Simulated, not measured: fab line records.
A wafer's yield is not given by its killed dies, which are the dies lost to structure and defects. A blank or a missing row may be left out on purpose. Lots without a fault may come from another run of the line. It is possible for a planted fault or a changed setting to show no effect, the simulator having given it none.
fab line records    flow sky130
record: lots: 24  wafers: 72  last-day: 50
route steps=708 shown FIELD_ISO@5 LI_CONTACT@374 LOCAL_INTERCONNECT@387 CAPM@551 METAL3@563 METAL4@599
lots that met no fault: from a run of the same line without faults
start-h: hours from the record's opening day to when the first of the lot's shown wafers began    wait-h: hours from the lot's prior step to this one    " as in the row above    L1.1+2: several wafers, shown together as one row    - no value, or no start was given    * or withheld: withheld    < > ~ a bound
route shown NAME@n: a module of which the file shows steps, and the number in the route of the first    usual: average and standard deviation across the fault-free wafers    same: alike in all rows    chamber/n: place in a boat    sites: each site's reading    _std_site: their standard deviation    _edge_site: the outer-site mean with the inner-site mean subtracted    radius-mm: how far each site lies from the wafer's centre    mask NAME#n: copy n    behind: the most recent tool/chamber to have shaped the wafer    hold: what put the lot on hold/how long, in hours/how the hold closed    device: which transistor (n, p or np) failed to switch    end of line: tests run on the same wafers once the route is complete    a step with no rows: only its recipe    killed: not the wafer's yield, but the dies lost to structure and defects at the first sort    map: a wafer's dies, x killed, . not, _ none there
set.NAME: the setting as run; set.NAME@STEP: as run at that earlier step    model.NAME: the simulator's own value behind a step, which no gauge read
route steps across a sampled set of lots; one table per step, one row per wafer
services: a tool's chamber out of use, with start hour (start-h, from the record's first day; less than 0 if before it), hours out, and reason
== steps ==
step: SKY_FIELD_ISO_THK_MEAS_04
recipe: reads: Si3N4_of_FIELD_ISO_CVD_03
usual: FIELD_ISO_CVD_03_THK: 164.6/1.3
lot.wafer  tool           chamber  start-h  wait-h  FIELD_ISO_CVD_03_THK[nm]
L074.2     film-metro-04  -        15.64    0.0     164.7
L074.4     "              -        "        "       165.5
L074.6     "              -        "        "       166.0
L075.1     film-metro-02  -        21.41    0.0     163.7
L075.2     "              -        "        "       162.6
L075.4     "              -        "        "       162.8
L076.2     film-metro-02  -        25.59    0.0     163.0
L076.3     "              -        "        "       162.5
L076.4     "              -        "        "       163.2
L077.2     film-metro-01  -        30.06    0.0     166.3
L077.4     "              -        "        "       166.9
L077.6     "              -        "        "       166.4
L078.1     film-metro-01  -        34.07    0.0     166.1
L078.5     "              -        "        "       164.2
L078.6     "              -        "        "       164.8
L079.4     film-metro-01  -        39.22    0.0     166.3
L079.5     "              -        "        "       164.7
L079.6     "              -        "        "       166.4
L080.1     film-metro-01  -        44.75    0.0     164.6
L080.2     "              -        "        "       164.1
L080.5     "              -        "        "       163.9
L081.2     film-metro-01  -        48.82    0.0     164.3
L081.4     "              -        "        "       164.9
L081.6     "              -        "        "       164.5
L082.1     film-metro-01  -        54.74    0.0     161.5
L082.4     "              -        "        "       161.8
L082.6     "              -        "        "       161.9
L083.4     film-metro-01  -        61.66    0.0     163.8
L083.5     "              -        "        "       163.5
L083.6     "              -        "        "       162.7
L084.2     film-metro-01  -        67.93    0.0     163.5
L084.4     "              -        "        "       164.4
L084.6     "              -        "        "       165.0
L085.2     film-metro-01  -        72.42    0.0     164.8
L085.5     "              -        "        "       162.9
L085.6     "              -        "        "       163.7
L086.2     film-metro-02  -        76.67    0.0     165.1
L086.4     "              -        "        "       166.2
L086.6     "              -        "        "       166.5
L087.2     film-metro-01  -        83.36    0.0     167.8
L087.4     "              -        "        "       166.4
L087.5     "              -        "        "       166.1
L088.1     film-metro-01  -        85.13    0.0     164.6
L088.3     "              -        "        "       164.8
L088.4     "              -        "        "       166.1
L089.2     film-metro-04  -        89.34    0.0     164.2
L089.3     "              -        "        "       164.6
L089.4     "              -        "        "       163.7
L090.1     film-metro-01  -        93.87    0.0     165.1
L090.4     "              -        "        "       165.1
L090.6     "              -        "        "       164.3
L091.2     film-metro-02  -        98.83    0.0     166.4
L091.3     "              -        "        "       164.9
L091.6     "              -        "        "       165.4
L092.1     film-metro-01  -        104.61   0.0     163.9
L092.3     "              -        "        "       166.4
L092.4     "              -        "        "       165.3
L093.2     film-metro-02  -        108.75   0.0     165.3
L093.5     "              -        "        "       166.0
L093.6     "              -        "        "       164.8
L094.1     film-metro-02  -        114.66   0.0     163.4
L094.4     "              -        "        "       164.6
L094.6     "              -        "        "       163.7
L095.1     film-metro-01  -        119.10   0.0     163.8
L095.2     "              -        "        "       164.7
L095.5     "              -        "        "       163.2
L096.2     film-metro-02  -        124.96   0.0     164.9
L096.4     "              -        "        "       163.8
L096.5     "              -        "        "       164.8
L097.2     film-metro-04  -        129.33   0.0     162.1
L097.4     "              -        "        "       164.0
L097.6     "              -        "        "       164.6
step: SKY_LI_CONTACT_CD_MEAS_12
recipe: target-cd-nm: 170
usual: cd-nm: 169.5/1.5
lot.wafer  tool       chamber  start-h  wait-h  cd-nm
L074.2     cd-sem-01  -        683.88   -       167.8
L074.4     "          -        "        "       167.7
L074.6     "          -        "        "       168.2
L075.1     cd-sem-02  -        685.58   -       172.5
L075.2     "          -        "        "       172.4
L075.4     "          -        "        "       172.4
L076.2     cd-sem-01  -        688.55   -       170.5
L076.3     "          -        "        "       171.0
L076.4     "          -        "        "       170.1
L077.2     cd-sem-02  -        699.23   -       171.5
L077.4     "          -        "        "       172.0
L077.6     "          -        "        "       172.0
L078.1     cd-sem-02  -        705.88   -       169.8
L078.5     "          -        "        "       170.6
L078.6     "          -        "        "       168.3
L079.4     cd-sem-02  -        716.64   -       166.6
L079.5     "          -        "        "       164.2
L079.6     "          -        "        "       165.5
L080.1     cd-sem-01  -        720.41   -       170.4
L080.2     "          -        "        "       168.7
L080.5     "          -        "        "       171.3
L081.2     cd-sem-02  -        732.78   -       167.7
L081.4     "          -        "        "       170.5
L081.6     "          -        "        "       166.7
L082.1     cd-sem-01  -        742.01   -       168.5
L082.4     "          -        "        "       168.7
L082.6     "          -        "        "       169.7
L083.4     cd-sem-02  -        754.22   -       169.9
L083.5     "          -        "        "       170.0
L083.6     "          -        "        "       171.3
L084.2     cd-sem-01  -        754.98   -       170.2
L084.4     "          -        "        "       171.1
L084.6     "          -        "        "       169.4
L085.2     cd-sem-01  -        765.25   -       170.9
L085.5     "          -        "        "       170.1
L085.6     "          -        "        "       169.7
L086.2     cd-sem-01  -        772.38   -       168.9
L086.4     "          -        "        "       170.8
L086.6     "          -        "        "       170.7
L087.2     cd-sem-01  -        805.53   -       170.8
L087.4     "          -        "        "       169.0
L087.5     "          -        "        "       170.5
L088.1     cd-sem-02  -        806.11   -       169.5
L088.3     "          -        "        "       169.1
L088.4     "          -        "        "       167.7
L089.2     cd-sem-01  -        806.48   -       172.1
L089.3     "          -        "        "       170.6
L089.4     "          -        "        "       170.1
L090.1     cd-sem-01  -        807.41   -       168.7
L090.4     "          -        "        "       170.3
L090.6     "          -        "        "       167.9
L091.2     cd-sem-01  -        808.98   -       170.4
L091.3     "          -        "        "       168.2
L091.6     "          -        "        "       169.9
L092.1     cd-sem-02  -        810.71   -       167.6
L092.3     "          -        "        "       168.5
L092.4     "          -        "        "       167.9
L093.2     cd-sem-02  -        812.83   -       168.8
L093.5     "          -        "        "       167.4
L093.6     "          -        "        "       168.3
L094.1     cd-sem-02  -        823.91   -       169.9
L094.4     "          -        "        "       169.9
L094.6     "          -        "        "       168.9
L095.1     cd-sem-01  -        836.83   -       169.8
L095.2     "          -        "        "       170.1
L095.5     "          -        "        "       168.9
L096.2     cd-sem-01  -        848.88   -       171.2
L096.4     "          -        "        "       170.3
L096.5     "          -        "        "       170.2
L097.2     cd-sem-02  -        850.00   -       170.5
L097.4     "          -        "        "       170.3
L097.6     "          -        "        "       169.6
step: SKY_LOCAL_INTERCONNECT_SPUTTER_00
recipe: material: TiN  target-thk-nm: 100  temp-c: 300  power-w: 6500  time-s: 83.3  chamber-pressure-pa: 0.4
usual: cathode-dc-power-W: 6500.0/1.2  throttle-valve-pct: 29.7/1.3
lot.wafer  tool            chamber  start-h  wait-h  cathode-dc-power-W  throttle-valve-pct
L074.2     pvd-sputter-02  -        685.19   0.2     6498.0              29.1
L074.4     "               -        "        "       6499.4              27.4
L074.6     "               -        "        "       6500.1              30.7
L075.1     pvd-sputter-04  -        686.95   0.2     6499.3              30.1
L075.2     "               -        "        "       6500.9              31.3
L075.4     "               -        "        "       6501.6              29.9
L076.2     pvd-sputter-02  -        689.85   0.1     6499.0              30.6
L076.3     "               -        "        "       6499.6              30.7
L076.4     "               -        "        "       6499.0              28.9
L077.2     pvd-sputter-04  -        700.70   0.2     6499.2              29.9
L077.4     "               -        "        "       6496.6              31.3
L077.6     "               -        "        "       6499.5              31.2
L078.1     pvd-sputter-02  -        707.37   0.2     6500.9              29.1
L078.5     "               -        "        "       6500.3              29.0
L078.6     "               -        "        "       6499.3              31.0
L079.4     pvd-sputter-02  -        718.11   0.2     6498.5              27.5
L079.5     "               -        "        "       6500.7              29.1
L079.6     "               -        "        "       6500.2              30.4
L080.1     pvd-sputter-02  -        721.73   0.1     6499.3              30.3
L080.2     "               -        "        "       6502.4              28.9
L080.5     "               -        "        "       6499.5              28.9
L081.2     pvd-sputter-04  -        734.28   0.2     6499.8              27.9
L081.4     "               -        "        "       6498.6              27.7
L081.6     "               -        "        "       6502.0              30.4
L082.1     pvd-sputter-02  -        743.33   0.1     6498.1              30.6
L082.4     "               -        "        "       6501.3              30.4
L082.6     "               -        "        "       6502.7              27.4
L083.4     pvd-sputter-04  -        755.50   0.1     6499.3              30.2
L083.5     "               -        "        "       6498.0              31.1
L083.6     "               -        "        "       6500.2              30.5
L084.2     pvd-sputter-02  -        756.28   0.1     6501.7              28.9
L084.4     "               -        "        "       6499.0              30.5
L084.6     "               -        "        "       6498.7              30.6
L085.2     pvd-sputter-04  -        766.55   0.1     6499.3              29.8
L085.5     "               -        "        "       6499.8              29.8
L085.6     "               -        "        "       6499.8              27.3
L086.2     pvd-sputter-02  -        773.68   0.2     6499.9              30.5
L086.4     "               -        "        "       6498.9              27.5
L086.6     "               -        "        "       6500.0              27.5
L087.2     pvd-sputter-04  -        806.83   0.1     6500.3              27.5
L087.4     "               -        "        "       6502.0              31.1
L087.5     "               -        "        "       6500.0              27.7
L088.1     pvd-sputter-02  -        807.43   0.1     6500.7              27.5
L088.3     "               -        "        "       6500.1              30.6
L088.4     "               -        "        "       6499.9              28.9
L089.2     pvd-sputter-04  -        807.78   0.1     6501.0              30.0
L089.3     "               -        "        "       6501.6              30.0
L089.4     "               -        "        "       6498.6              31.3
L090.1     pvd-sputter-01  -        808.73   0.1     6499.7              30.9
L090.4     "               -        "        "       6500.6              30.4
L090.6     "               -        "        "       6499.1              29.9
L091.2     pvd-sputter-04  -        810.28   0.2     6499.6              27.5
L091.3     "               -        "        "       6499.7              30.2
L091.6     "               -        "        "       6497.7              27.3
L092.1     pvd-sputter-02  -        812.03   0.1     6500.5              27.4
L092.3     "               -        "        "       6499.5              30.5
L092.4     "               -        "        "       6499.9              30.3
L093.2     pvd-sputter-04  -        814.13   0.1     6499.9              30.2
L093.5     "               -        "        "       6499.6              27.6
L093.6     "               -        "        "       6499.2              31.4
L094.1     pvd-sputter-04  -        825.23   0.1     6497.5              27.5
L094.4     "               -        "        "       6499.2              30.0
L094.6     "               -        "        "       6501.9              29.7
L095.1     pvd-sputter-01  -        838.15   0.1     6501.2              29.5
L095.2     "               -        "        "       6499.3              31.1
L095.5     "               -        "        "       6500.4              29.5
L096.2     pvd-sputter-01  -        850.18   0.1     6499.8              29.5
L096.4     "               -        "        "       6500.2              29.8
L096.5     "               -        "        "       6498.8              31.0
L097.2     pvd-sputter-04  -        851.30   0.2     6501.1              31.0
L097.4     "               -        "        "       6501.2              30.0
L097.6     "               -        "        "       6501.6              30.1
step: SKY_CAPM_STRIP_14
recipe: chemistry: O2/N2  power-w: 1400  pressure-mtorr: 1500  platen-temp-c: withheld  o2-flow-sccm: 3000  n2-flow-sccm: 300  overash-fraction: 0.5
usual: drypump-motor-current-A: 5.8/0.42  oes-product-au: 0.710/0.0042  strip-time-to-endpoint-s: 12.66/0.038
lot.wafer  tool             chamber  start-h  wait-h  drypump-motor-current-A  oes-product-au  rf-hours-counter-h  strip-time-to-endpoint-s
L074.2     plasma-asher-03  1        881.32   0.1     6.3                      0.713           78                  12.65
L074.4     "                0        "        "       5.2                      0.726           -                   12.69
L074.6     "                0        "        "       5.2                      0.711           -                   12.71
L075.1     plasma-asher-03  1        884.42   0.1     6.3                      0.708           78                  12.68
L075.2     "                0        "        "       5.2                      0.706           78                  12.67
L075.4     "                1        "        "       6.3                      0.705           -                   12.66
L076.2     plasma-asher-03  1        886.82   0.1     6.3                      0.717           78                  12.67
L076.3     "                0        "        "       5.2                      0.711           -                   12.66
L076.4     "                1        "        "       6.3                      0.709           -                   12.68
L077.2     plasma-asher-04  0        897.45   0.1     5.9                      0.704           44                  12.66
L077.4     "                0        "        "       5.9                      0.706           -                   12.66
L077.6     "                0        "        "       5.9                      0.710           -                   12.67
L078.1     plasma-asher-01  0        905.52   0.1     6.1                      0.710           109                 12.63
L078.5     "                0        "        "       6.2                      0.703           -                   12.62
L078.6     "                1        "        "       5.2                      0.716           -                   12.68
L079.4     plasma-asher-01  0        912.25   0.1     6.1                      0.710           -                   12.66
L079.5     "                0        "        "       6.2                      0.718           -                   12.61
L079.6     "                1        "        "       5.2                      0.714           -                   12.65
L080.1     plasma-asher-04  1        916.38   0.1     5.7                      0.713           46                  12.62
L080.2     "                0        "        "       5.9                      0.717           46                  12.64
L080.5     "                0        "        "       5.9                      0.710           -                   12.60
L081.2     plasma-asher-03  0        926.37   0.1     5.2                      0.711           82                  12.62
L081.4     "                0        "        "       5.2                      0.714           -                   12.66
L081.6     "                1        "        "       6.3                      0.705           -                   12.66
L082.1     plasma-asher-04  1        933.47   0.1     5.7                      0.710           48                  12.62
L082.4     "                0        "        "       5.9                      0.709           -                   12.70
L082.6     "                1        "        "       5.7                      0.716           -                   12.69
L083.4     plasma-asher-03  1        946.51   0.1     6.3                      0.711           -                   12.75
L083.5     "                0        "        "       5.2                      0.707           -                   12.72
L083.6     "                1        "        "       6.3                      0.708           -                   12.70
L084.2     plasma-asher-04  1        946.87   0.1     5.7                      0.712           49                  12.66
L084.4     "                1        "        "       5.7                      0.704           -                   12.67
L084.6     "                0        "        "       5.9                      0.707           -                   12.65
L085.2     plasma-asher-01  1        957.92   0.1     5.2                      0.713           114                 12.69
L085.5     "                0        "        "       6.1                      0.717           -                   12.69
L085.6     "                1        "        "       5.2                      0.708           -                   12.67
L086.2     plasma-asher-03  1        961.97   0.1     6.3                      0.709           86                  12.70
L086.4     "                0        "        "       5.2                      0.706           -                   12.70
L086.6     "                0        "        "       5.2                      0.705           -                   12.64
L087.2     plasma-asher-04  1        992.22   0.1     5.7                      0.713           54                  12.68
L087.4     "                0        "        "       5.9                      0.708           -                   12.66
L087.5     "                0        "        "       5.9                      0.709           -                   12.71
L088.1     plasma-asher-01  0        993.72   0.1     6.2                      0.707           119                 12.64
L088.3     "                0        "        "       6.2                      0.716           -                   12.67
L088.4     "                1        "        "       5.2                      0.715           -                   12.66
L089.2     plasma-asher-04  0        994.37   0.1     5.9                      0.704           55                  12.70
L089.3     "                1        "        "       5.7                      0.708           -                   12.63
L089.4     "                0        "        "       5.9                      0.717           -                   12.76
L090.1     plasma-asher-03  0        994.38   0.1     5.2                      0.712           90                  12.67
L090.4     "                1        "        "       6.3                      0.706           -                   12.61
L090.6     "                1        "        "       6.3                      0.716           -                   12.69
L091.2     plasma-asher-01  1        995.17   0.1     5.3                      0.708           119                 12.65
L091.3     "                0        "        "       6.1                      0.712           -                   12.60
L091.6     "                1        "        "       5.2                      0.706           -                   12.67
L092.1     plasma-asher-03  1        997.02   0.1     6.3                      0.707           91                  12.66
L092.3     "                0        "        "       5.2                      0.713           -                   12.67
L092.4     "                1        "        "       6.3                      0.705           -                   12.71
L093.2     plasma-asher-04  0        1000.22  0.1     5.9                      0.716           56                  12.62
L093.5     "                1        "        "       5.7                      0.708           -                   12.62
L093.6     "                0        "        "       5.9                      0.707           -                   12.59
L094.1     plasma-asher-03  1        1009.22  0.1     6.3                      0.708           92                  12.61
L094.4     "                0        "        "       5.2                      0.713           -                   12.59
L094.6     "                0        "        "       5.2                      0.704           -                   12.64
L095.1     plasma-asher-03  1        1022.02  0.1     6.3                      0.701           94                  12.72
L095.2     "                0        "        "       5.2                      0.711           94                  12.68
L095.5     "                0        "        "       5.2                      0.709           -                   12.72
L096.2     plasma-asher-04  0        1029.87  0.1     5.9                      0.713           59                  12.67
L096.4     "                1        "        "       5.8                      0.706           -                   12.64
L096.5     "                0        "        "       5.9                      0.710           -                   12.64
L097.2     plasma-asher-04  0        1031.72  0.1     5.9                      0.716           59                  12.65
L097.4     "                1        "        "       5.7                      0.712           -                   12.61
L097.6     "                1        "        "       5.7                      0.706           -                   12.61
step: SKY_METAL3_CD_MEAS_13
recipe: target-cd-nm: 300
usual: cd-nm: 300.1/1.1
lot.wafer  tool       chamber  start-h  wait-h  cd-nm
L074.2     cd-sem-02  -        907.78   -       298.2
L074.4     "          -        "        "       300.3
L074.6     "          -        "        "       298.8
L075.1     cd-sem-01  -        910.39   -       302.7
L075.2     "          -        "        "       299.9
L075.4     "          -        "        "       299.7
L076.2     cd-sem-02  -        913.15   -       300.2
L076.3     "          -        "        "       299.5
L076.4     "          -        "        "       301.6
L077.2     cd-sem-01  -        922.83   -       301.5
L077.4     "          -        "        "       301.1
L077.6     "          -        "        "       301.4
L078.1     cd-sem-01  -        930.16   -       298.8
L078.5     "          -        "        "       300.9
L078.6     "          -        "        "       299.7
L079.4     cd-sem-01  -        937.39   -       300.0
L079.5     "          -        "        "       301.4
L079.6     "          -        "        "       301.5
L080.1     cd-sem-02  -        941.41   -       298.5
L080.2     "          -        "        "       297.0
L080.5     "          -        "        "       296.6
L081.2     cd-sem-01  -        951.33   -       299.3
L081.4     "          -        "        "       300.3
L081.6     "          -        "        "       299.1
L082.1     cd-sem-02  -        958.91   -       301.3
L082.4     "          -        "        "       301.6
L082.6     "          -        "        "       300.9
L083.4     cd-sem-02  -        971.49   -       298.6
L083.5     "          -        "        "       299.8
L083.6     "          -        "        "       300.1
L084.2     cd-sem-01  -        971.73   -       299.3
L084.4     "          -        "        "       298.7
L084.6     "          -        "        "       299.1
L085.2     cd-sem-02  -        982.20   -       300.0
L085.5     "          -        "        "       300.2
L085.6     "          -        "        "       298.5
L086.2     cd-sem-01  -        985.60   -       299.3
L086.4     "          -        "        "       299.1
L086.6     "          -        "        "       298.9
L087.2     cd-sem-02  -        1016.28  -       300.8
L087.4     "          -        "        "       299.0
L087.5     "          -        "        "       301.3
L088.1     cd-sem-01  -        1018.21  -       300.4
L088.3     "          -        "        "       299.9
L088.4     "          -        "        "       300.9
L089.2     cd-sem-02  -        1018.65  -       299.6
L089.3     "          -        "        "       299.9
L089.4     "          -        "        "       299.4
L090.1     cd-sem-01  -        1018.86  -       299.5
L090.4     "          -        "        "       299.8
L090.6     "          -        "        "       301.2
L091.2     cd-sem-02  -        1019.23  -       300.4
L091.3     "          -        "        "       301.5
L091.6     "          -        "        "       302.7
L092.1     cd-sem-02  -        1020.78  -       300.8
L092.3     "          -        "        "       300.8
L092.4     "          -        "        "       300.7
L093.2     cd-sem-01  -        1024.13  -       299.5
L093.5     "          -        "        "       300.0
L093.6     "          -        "        "       300.3
L094.1     cd-sem-01  -        1032.86  -       300.2
L094.4     "          -        "        "       299.8
L094.6     "          -        "        "       300.9
L095.1     cd-sem-02  -        1045.38  -       301.5
L095.2     "          -        "        "       300.7
L095.5     "          -        "        "       300.8
L096.2     cd-sem-01  -        1053.53  -       301.8
L096.4     "          -        "        "       301.2
L096.5     "          -        "        "       301.1
L097.2     cd-sem-02  -        1054.03  -       301.8
L097.4     "          -        "        "       301.1
L097.6     "          -        "        "       300.6
step: SKY_METAL4_SPUTTER_01
recipe: material: TiN  target-thk-nm: 20  power-w: 6500  time-s: 16.7  chamber-pressure-pa: 0.4
usual: cathode-dc-power-W: 6500.1/1  throttle-valve-pct: 30.1/0.8
lot.wafer  tool            chamber  start-h  wait-h  cathode-dc-power-W  throttle-valve-pct
L074.2     pvd-sputter-03  -        935.43   0.0     6500.8              30.1
L074.4     "               -        "        "       6500.4              30.7
L074.6     "               -        "        "       6498.6              30.2
L075.1     pvd-sputter-04  -        938.77   0.0     6501.7              29.7
L075.2     "               -        "        "       6499.2              30.7
L075.4     "               -        "        "       6499.1              29.7
L076.2     pvd-sputter-03  -        941.30   0.0     6501.7              30.0
L076.3     "               -        "        "       6499.8              30.4
L076.4     "               -        "        "       6500.8              30.6
L077.2     pvd-sputter-03  -        950.88   0.0     6500.6              30.7
L077.4     "               -        "        "       6500.1              30.5
L077.6     "               -        "        "       6498.8              30.3
L078.1     pvd-sputter-01  -        957.44   0.0     6499.3              30.8
L078.5     "               -        "        "       6502.2              29.9
L078.6     "               -        "        "       6501.7              29.9
L079.4     pvd-sputter-01  -        965.41   0.0     6499.0              29.8
L079.5     "               -        "        "       6503.0              29.8
L079.6     "               -        "        "       6500.2              29.6
L080.1     pvd-sputter-04  -        969.57   0.0     6497.5              27.9
L080.2     "               -        "        "       6500.6              31.3
L080.5     "               -        "        "       6498.5              30.2
L081.2     pvd-sputter-03  -        977.78   0.0     6498.6              30.2
L081.4     "               -        "        "       6500.8              30.7
L081.6     "               -        "        "       6502.0              30.2
L082.1     pvd-sputter-04  -        986.34   0.0     6500.1              31.3
L082.4     "               -        "        "       6499.9              29.8
L082.6     "               -        "        "       6498.6              29.7
L083.4     pvd-sputter-04  -        998.44   0.0     6501.9              31.5
L083.5     "               -        "        "       6499.4              29.8
L083.6     "               -        "        "       6498.7              29.9
L084.2     pvd-sputter-03  -        998.53   0.0     6500.5              30.1
L084.4     "               -        "        "       6500.5              30.5
L084.6     "               -        "        "       6498.9              30.4
L085.2     pvd-sputter-03  -        1009.79  0.0     6500.3              30.1
L085.5     "               -        "        "       6499.8              29.9
L085.6     "               -        "        "       6499.6              30.4
L086.2     pvd-sputter-03  -        1011.66  0.0     6500.7              30.5
L086.4     "               -        "        "       6501.2              30.1
L086.6     "               -        "        "       6500.0              30.4
L087.2     pvd-sputter-03  -        1042.94  0.0     6500.0              30.1
L087.4     "               -        "        "       6500.4              30.6
L087.5     "               -        "        "       6500.5              30.7
L088.1     pvd-sputter-03  -        1044.43  0.0     6498.8              30.3
L088.3     "               -        "        "       6499.0              30.5
L088.4     "               -        "        "       6500.1              29.9
L089.2     pvd-sputter-01  -        1044.69  0.0     6499.1              30.1
L089.3     "               -        "        "       6499.9              30.0
L089.4     "               -        "        "       6500.6              31.1
L090.1     pvd-sputter-04  -        1045.52  0.0     6499.3              31.0
L090.4     "               -        "        "       6500.2              29.9
L090.6     "               -        "        "       6501.6              31.1
L091.2     pvd-sputter-01  -        1045.91  0.0     6500.5              29.8
L091.3     "               -        "        "       6500.0              30.1
L091.6     "               -        "        "       6502.3              29.9
L092.1     pvd-sputter-03  -        1047.35  0.0     6499.2              29.9
L092.3     "               -        "        "       6498.6              30.0
L092.4     "               -        "        "       6500.3              30.3
L093.2     pvd-sputter-04  -        1050.49  0.0     6501.3              29.7
L093.5     "               -        "        "       6499.1              27.6
L093.6     "               -        "        "       6500.6              29.5
L094.1     pvd-sputter-01  -        1058.89  0.0     6499.4              29.7
L094.4     "               -        "        "       6500.9              30.9
L094.6     "               -        "        "       6502.0              30.9
L095.1     pvd-sputter-04  -        1070.10  0.0     6499.6              30.3
L095.2     "               -        "        "       6502.6              29.7
L095.5     "               -        "        "       6499.3              30.4
L097.2     pvd-sputter-04  -        1079.16  0.0     6499.5              30.3
L097.4     "               -        "        "       6500.4              29.8
L097.6     "               -        "        "       6499.4              27.5
L096.2     pvd-sputter-01  -        1079.46  0.0     6498.8              30.9
L096.4     "               -        "        "       6500.2              30.2
L096.5     "               -        "        "       6500.1              31.1
== services ==
tool             chamber  start-h  hours  kind
pvd-sputter-01   -        692.26   1.4    repair
plasma-asher-01  -        696.23   2.8    pm
pvd-sputter-03   -        705.55   3.8    repair
pvd-sputter-03   -        745.26   2.9    repair
pvd-sputter-04   -        752.80   1.0    repair
pvd-sputter-01   -        761.34   2.3    repair
pvd-sputter-03   -        766.32   23.6   repair
plasma-asher-04  -        767.72   4.0    repair
plasma-asher-03  -        784.93   2.4    repair
pvd-sputter-03   -        788.46   3.2    repair
pvd-sputter-01   -        790.33   3.9    repair
pvd-sputter-03   -        814.06   7.5    repair
pvd-sputter-01   -        822.19   1.8    repair
pvd-sputter-01   -        857.49   0.5    repair
pvd-sputter-02   -        891.58   9.5    repair
pvd-sputter-01   -        897.41   1.5    repair
plasma-asher-04  -        906.97   2.8    pm
pvd-sputter-03   -        918.92   2.0    repair
pvd-sputter-04   -        918.99   4.4    repair
pvd-sputter-01   -        957.61   5.0    repair
pvd-sputter-04   -        958.79   6.9    repair
pvd-sputter-02   -        1024.18  5.1    repair
plasma-asher-01  -        1055.25  9.0    pm
pvd-sputter-02   -        1072.05  6.8    repair
== key ==
fault none
